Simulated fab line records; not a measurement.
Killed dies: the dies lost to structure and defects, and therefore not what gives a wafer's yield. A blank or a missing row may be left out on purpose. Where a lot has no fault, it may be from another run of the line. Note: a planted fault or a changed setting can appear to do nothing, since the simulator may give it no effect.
What tool caused it?    flow gf180mcu    42 wafers from 14 lots sampled at 4 of the route's 602 steps

== WHAT EACH GAUGE READ, for each wafer ==
GF_HV_LDD_CD_MEAS_07 targets a cd of 400 nm.
lot   measured      on         cd_nm (nm)
L780  day 10 05:21  cd_sem-02  400.3 399.6 401.0
L781  day 10 15:38  cd_sem-01  398.5 399.4 401.2
L785  day 11 21:50  cd_sem-01  400.4 401.3 400.4
L786  day 12 05:58  cd_sem-02  401.5 402.2 400.8
L788  day 12 23:27  cd_sem-01  403.2 400.9 400.6
L789  day 13 04:30  cd_sem-01  398.5 399.6 399.5
L791  day 13 15:44  cd_sem-02  399.0 402.1 401.2
L792  day 13 21:52  cd_sem-02  403.0 399.3 399.9
L795  day 15 03:50  cd_sem-02  396.3 399.2 395.7
L796  day 15 06:56  cd_sem-01  400.4 398.2 399.9
L797  day 15 13:28  cd_sem-02  400.3 399.0 398.8
L798  day 15 21:46  cd_sem-02  396.5 396.9 398.5
L799  day 16 06:59  cd_sem-02  399.4 402.0 400.1
L802  day 17 02:08  cd_sem-02  398.0 398.9 399.0

GF_HV_LDD_OVL_MEAS_47.
lot   measured      on          HV_LDD_03_OVL (nm)
L780  day 12 13:42  overlay-02  0.1 0.5 -0.2
L781  day 13 01:24  overlay-01  1.3 0.6 1.3
L785  day 14 10:39  overlay-01  -3.9 -4.5 -3.3
L786  day 14 20:28  overlay-02  -1.2 -2.5 -2.9
L788  day 15 13:37  overlay-02  -0.6 -0.8 -0.1
L789  day 15 20:01  overlay-02  0.1 -1.6 -0.9
L791  day 16 09:01  overlay-01  -1.0 -4.4 -3.9
L792  day 16 16:14  overlay-02  -2.3 -2.1 -0.8
L795  day 18 02:41  overlay-02  -4.1 -3.6 -2.4
L796  day 18 05:11  overlay-01  1.4 1.0 1.4
L797  day 18 11:09  overlay-02  0.4 -1.8 -2.2
L798  day 18 19:55  overlay-01  -3.3 -2.4 -1.9
L799  day 19 06:29  overlay-01  -1.0 -0.3 -0.3
L802  day 20 02:36  overlay-01  0.5 0.1 -0.9

== TOOL THAT RAN EACH LOT (tool first, then ch and the chambers of the sampled wafers, then the start) ==
lot   GF_POLY_GATE_ETCH_13              GF_HV_LDD_DEVELOP_30
L780  rie_si-02 ch 1,3, day 9 09:47     litho_track-04 ch 0, day 11 17:41
L781  rie_si-01 ch 0,1, day 9 19:34     litho_track-04 ch 0, day 12 04:53
L785  rie_si-02 ch 2,3, day 11 00:11    litho_track-03 ch 0, day 13 13:08
L786  rie_si-01 ch 0,1,2, day 11 09:29  litho_track-01 ch 0, day 13 22:18
L788  rie_si-02 ch 0,2, day 12 00:48    litho_track-01 ch 0, day 14 15:40
L789  rie_si-02 ch 1,2, day 12 05:21    litho_track-03 ch 0, day 14 20:51
L791  rie_si-02 ch 0,2,3, day 12 18:03  litho_track-04 ch 0, day 15 09:32
L792  rie_si-02 ch 1,2, day 13 00:06    litho_track-04 ch 0, day 15 16:17
L795  rie_si-01 ch 1,2,3, day 14 02:55  litho_track-04 ch 0, day 17 02:21
L796  rie_si-02 ch 0,3, day 14 07:44    litho_track-04, day 17 04:14
L797  rie_si-02 ch 0,1,2, day 14 14:14  litho_track-01, day 17 10:45
L798  rie_si-01 ch 0,3, day 14 21:18    litho_track-04 ch 0, day 17 19:08
L799  rie_si-02 ch 2,3, day 15 06:57    litho_track-04 ch 0, day 18 05:41
L802  rie_si-01 ch 0,1, day 16 02:29    litho_track-01 ch 0, day 19 01:08
- GF_POLY_GATE_ETCH_13: etches poly-Si in HBr/Cl2, stops on SiO2, target depth 198.5 nm, time 69.6 s.
- GF_HV_LDD_DEVELOP_30: develop time 60 s.

== AS READ BY THE TOOLS THEMSELVES (means over the sampled wafers that have a number; for cases with no such wafer, the mark the record gives instead) ==
GF_POLY_GATE_ETCH_13.
lot   tool       drypump_motor_current_A (A)  oes_product_au (a.u.)  throttle_valve_pct (%)
L780  rie_si-02  5.57                         0.984                  33.687
L781  rie_si-01  5.72                         0.987                  33.689
L785  rie_si-02  5.28                         0.993                  33.678
L786  rie_si-01  5.48                         0.990                  33.695
L788  rie_si-02  5.40                         0.994                  33.686
L789  rie_si-02  5.56                         0.995                  33.693
L791  rie_si-02  5.34                         0.990                  33.686
L792  rie_si-02  5.38                         0.994                  33.676
L795  rie_si-01  5.57                         0.992                  33.686
L796  rie_si-02  5.37                         0.981                  33.681
L797  rie_si-02  5.48                         1.003                  33.684
L798  rie_si-01  5.73                         0.991                  33.687
L799  rie_si-02  5.26                         1.001                  33.681
L802  rie_si-01  5.76                         0.998                  33.685

GF_HV_LDD_DEVELOP_30.
lot   tool            chill_plate_temp_C (C)  resist_line_temp_C (C)
L780  litho_track-04  22.96                   22.87
L781  litho_track-04  23.09                   22.93
L785  litho_track-03  22.92                   22.98
L786  litho_track-01  23.01                   23.05
L788  litho_track-01  22.93                   23.13
L789  litho_track-03  23.02                   23.08
L791  litho_track-04  23.16                   22.96
L792  litho_track-04  23.00                   22.95
L795  litho_track-04  23.14                   22.89
L796  litho_track-04  -                       -
L797  litho_track-01  -                       -
L798  litho_track-04  22.93                   23.11
L799  litho_track-04  22.94                   22.92
L802  litho_track-01  22.79                   23.07

== THE ANSWER, worked out from the rows above alone ==
Rule: what is usual is taken from the lots themselves. Put in order of their means at a reading, lots are off if they are a third of the lots or fewer, leave a main group of 4 or more, and stand apart from it by a gap of 3 or more times the standard deviation of the main group's means; of several such gaps the widest counts. A main group whose means are all the same, to the digits that the tables above print for the reading, isn't used. Also off: a lot with no number at a reading for which 4 or more lots have one. The other lots that the step has rows for count as sound. First the gauges in route order, then the tools' own readings, where a lot's mean is used as printed above. At the first step where some lot is off, the reading lying furthest off is the one used; lots without a number count as furthest.
Off, at GF_HV_LDD_DEVELOP_30 on chill_plate_temp_C: L796, L797. Without a number there: L796, L797. Mean 22.99 C and standard deviation 0.099 in the main group.
A tool fits if, at that step or a process step before it, it ran every lot that is off, and no sound lot after the first of them. None of those tried fits.

== WHAT THE SIMULATOR HAD INSERTED ==
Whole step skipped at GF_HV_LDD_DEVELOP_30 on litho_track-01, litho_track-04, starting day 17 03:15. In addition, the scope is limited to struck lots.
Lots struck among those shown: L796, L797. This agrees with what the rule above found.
